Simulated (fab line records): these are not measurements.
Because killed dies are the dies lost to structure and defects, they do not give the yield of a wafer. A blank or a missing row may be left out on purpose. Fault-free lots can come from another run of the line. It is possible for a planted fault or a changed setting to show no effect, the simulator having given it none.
A lot that was struck, set against a sound lot ; flow sky130 ; 18 steps out of a route of 708
Sound: wafers L933.2, L933.3, L933.4. Struck: wafer L919.3 (left out: L919.4, a lot-mate that was not struck); the cause follows at the end.
Per side, at each step with rows, come the tool, then ch with its chambers, and then its first start. Under that, the readings that differ: sound wafers ; struck wafers ; difference of the means ; sigmas: that difference in standard deviations of wafers without a fault.
alike: same words and numbers on both sides, and readings whose means sit less than 2 such deviations apart. not compared: any withheld reading, any reading some wafer has no value for, any bound like >300 that may hide the same value, and any number with overlapping values for which the record gives no deviation.
The two part at a step that has a row with sigmas, a row that says differs or no value, or rows on one side only. Numbers that don't overlap but have no deviation are shown without sigmas and don't part them. A reading missing from all wafers of one side parts the sides only when that side holds two or more wafers.

first, 2 steps without rows for these wafers: SKY_CONTACT_PEB_12; SKY_CONTACT_DEVELOP_13 (develop time 60 s).
SKY_CONTACT_CD_MEAS_14: the cd target is 170 nm.
  sound on cd-sem-01 at day 37 17:23; struck on cd-sem-02 at day 33 13:04
  alike: cd-nm
SKY_CONTACT_OVL_MEAS_15:
  sound on overlay-02 at day 37 17:29; struck on overlay-02 at day 33 13:10
  alike: CONTACT_OVL
SKY_CONTACT_ETCH_16: etches BARC in N2/H2, stops on SiO2, time 45.9 s, target depth 60 nm.
  sound on rie-diel-03 ch 1,2,3, day 37 17:31; struck on rie-diel-01 ch 1, day 33 13:11
  alike: drypump-motor-current-A, oes-product-au, throttle-valve-pct
  not compared: rf-hours-counter-h
SKY_CONTACT_ETCH_17: etches SiO2 in C4F8/O2/Ar, stops on Si3N4, target depth 340 nm.
  sound on rie-diel-03 ch 1,2,3, day 37 17:34; struck on rie-diel-01 ch 1, day 33 13:13
  alike: oes-product-au
SKY_CONTACT_ETCH_18: etches Si3N4 in CHF3/O2, stops on TiN, time 39 s, target depth 75 nm.
  sound on rie-diel-03 ch 1,2,3; struck on rie-diel-01 ch 1
  alike: drypump-motor-current-A, oes-product-au, throttle-valve-pct
  not compared: rf-hours-counter-h
SKY_CONTACT_STRIP_19: strips in O2/N2.
  sound on plasma-asher-04 ch 0,1, day 37 17:39; struck on plasma-asher-01 ch 0, day 33 13:21
  alike: drypump-motor-current-A, oes-product-au, strip-time-to-endpoint-s
  not compared: rf-hours-counter-h
then, 3 steps without rows for these wafers: SKY_CONTACT_STRIP_20 (strips in post etch residue remover, time 1200 s); SKY_CONTACT_CLEAN_21 (cleans in IPA, time 180 s); SKY_CONTACT_CLEAN_22 (cleans in O3/DIW).
SKY_CONTACT_SPUTTER_23: material TiN, target thk 20 nm, time 80 s.
  sound on pvd-sputter-03 at day 37 18:17; struck on pvd-sputter-01 at day 33 13:57
  alike: throttle-valve-pct
SKY_CONTACT_CVD_24: deposits W, target thk 340 nm, time 102.12 s.
  sound on cvd-w-01 ch 0,1, day 37 18:20; struck on cvd-w-02 ch 1, day 33 14:03
reading;sound;struck;difference;sigmas
heater-power-w (W);1091 962 1101;774;-277;-2
model.W_of_CONTACT_CVD_24.thk-nm (nm);343.1 340.9 339.8;258.4;-82.9;
SKY_CONTACT_RS_MEAS_25: a four-point-probe measurement.
  sound on film-metro-01 at day 37 18:28; struck on film-metro-01 at day 33 14:27
reading;sound;struck;difference;sigmas
CONTACT_W_RS (ohm/sq);0.335 0.338 0.338;0.445;+0.108;+25
  not compared: hold
SKY_CONTACT_THK_MEAS_26: measures by xrf.
  sound on film-metro-01 at day 37 18:35; struck on film-metro-01 at day 33 18:43
reading;sound;struck;difference;sigmas
CONTACT_W_THK (nm);349 346 343;263;-83;-13
  not compared: hold
SKY_CONTACT_CMP_27: polishes, stops on SiO2, t overpolish 15 s, target thk 0 nm.
  sound on cmp-02 ch 1,2,3, day 37 18:38; struck on cmp-01 ch 0, day 33 21:25
reading;sound;struck;difference;sigmas
hold;- - -;await-dispo/2.6h/release;no value on the sound wafers;
motor-current-A (A);10.4 10.7 10.1;12.4;+2.0;+2
time-to-endpoint-s (s);74 76 79;62;-14;-3
then, 2 steps without rows for these wafers: SKY_METAL1_SPUTTER_00 (material Ti, target thk 15 nm, time 10 s); SKY_PAD_OPEN_PROBE_99.

== WHERE THEY PART ==
First at SKY_CONTACT_CVD_24; last, within this record, at SKY_CONTACT_CMP_27.

WHY: whatever the simulator had introduced
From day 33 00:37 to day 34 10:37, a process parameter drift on cvd-w-02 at SKY_CONTACT_CVD_24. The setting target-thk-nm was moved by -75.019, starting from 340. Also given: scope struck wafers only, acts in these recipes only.
